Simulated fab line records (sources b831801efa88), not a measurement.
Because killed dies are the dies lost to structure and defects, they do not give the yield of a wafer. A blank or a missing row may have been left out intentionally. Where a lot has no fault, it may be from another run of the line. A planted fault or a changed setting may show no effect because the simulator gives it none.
2 desks, one fault | flow sky130 | what lay behind the numbers comes last; until then each desk has only its own

== DESK OF THE TOOL OWNER: pvd_sputter-02 ==
At SKY_METAL3_SPUTTER_01 (material TiN, target thk 20 nm, time 16.7 s) the tool's own readings: per lot run on this tool, the mean of the sampled wafers that have a number. A lot is out of limits, marked OUT, if its mean lies more than 4 standard deviations from the usual mean; the brackets give that distance.
Columns: A = throttle_valve_pct at SKY_METAL3_SPUTTER_01, usual 30.0 %
lot  | first seen here | A
L516 | day 39 18:15    | 30.2
L519 | day 42 02:41    | 30.0
L524 | day 42 05:03    | 29.1
Finding of this desk: none of the 3 lots has anything out of limits.

== METROLOGY DESK ==
Lot by lot, what the gauges showed, no matter which tool ran the lot: averages of those sampled wafers that carry a number. A lot is out of limits, marked OUT, if its mean lies more than 4 standard deviations from the usual mean; the brackets give that distance.
Columns: A = VIA2_W_RS at SKY_VIA2_RS_MEAS_22, usual 0.274 ohm/sq; B = VIA2_W_THK at SKY_VIA2_THK_MEAS_23, usual 426 nm
lot  | first seen here | A     | B
L508 | day 36 05:51    | 0.281 | 416
L516 | day 39 17:46    | 0.277 | 422
L519 | day 42 02:12    | 0.272 | 427
L524 | day 42 04:37    | 0.271 | 434
L529 | day 43 17:16    | 0.271 | 429
L530 | day 43 21:56    | 0.274 | 427
Finding of this desk: none of the 6 lots has anything out of limits.

== TAKEN TOGETHER ==
The desk of the tool owner found nothing out of limits.
From the metrology desk's view, nothing was out of limits.

== WHAT THE SIMULATOR HAD INSERTED ==
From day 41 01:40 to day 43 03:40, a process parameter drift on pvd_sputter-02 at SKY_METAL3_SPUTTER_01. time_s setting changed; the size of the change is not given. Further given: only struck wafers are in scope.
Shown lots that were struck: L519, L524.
